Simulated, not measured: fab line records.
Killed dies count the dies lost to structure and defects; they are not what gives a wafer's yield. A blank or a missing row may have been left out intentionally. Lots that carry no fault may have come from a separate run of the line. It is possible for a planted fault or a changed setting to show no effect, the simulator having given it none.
Which of the tools did it? | flow sky130 | 6 lots, 18 wafers sampled, at 2 steps of a route of 708

== WHAT THE GAUGES READ, wafer by wafer ==
SKY_FIELD_ISO_CD_MEAS_13 targets a cd of 150 nm.
lot  | measured    | on        | cd-nm (nm)
L405 | day 2 16:15 | cd-sem-02 | 143.8 145.9 145.9
L407 | day 3 02:59 | cd-sem-02 | 140.1 139.5 140.9
L410 | day 3 17:46 | cd-sem-02 | 152.5 151.1 152.6
L419 | day 5 14:47 | cd-sem-02 | 150.7 149.8 150.7
L423 | day 6 14:59 | cd-sem-02 | 149.4 148.5 148.8
L425 | day 6 23:08 | cd-sem-02 | 148.2 149.9 149.4

== TOOL THAT RAN EACH LOT (tool first, then ch and the chambers of the sampled wafers, then the start) ==
lot  | SKY_FIELD_ISO_EXPOSE_10
L405 | krf-scanner-02 ch 0, day 2 08:23
L407 | krf-scanner-02 ch 0, day 2 19:14
L410 | krf-scanner-01 ch 0, day 3 10:10
L419 | krf-scanner-02 ch 0, day 5 06:23
L423 | krf-scanner-01 ch 0, day 6 05:14
L425 | krf-scanner-02 ch 0, day 6 12:53
- SKY_FIELD_ISO_EXPOSE_10: exposes mask FOM, target cd 150 nm.

== THE ANSWER, worked out from the rows above alone ==
Rule: the lots themselves supply what counts as usual. The widest of any qualifying gaps counts: lots, ordered by their means at a reading, are off when they make up no more than a third of the lots, leave a main group of 4 or more, and stand apart from it by 3 or more times the standard deviation of that group's means. A main group whose means are all the same, to the digits that the tables above print for the reading, isn't used. Also off: a lot with no number at a reading for which 4 or more lots have one. All remaining lots with rows at the step are treated as sound.
Across all readings shown, no lot is off: no conclusion can be drawn from this.

== WHAT THE SIMULATOR HAD INSERTED ==
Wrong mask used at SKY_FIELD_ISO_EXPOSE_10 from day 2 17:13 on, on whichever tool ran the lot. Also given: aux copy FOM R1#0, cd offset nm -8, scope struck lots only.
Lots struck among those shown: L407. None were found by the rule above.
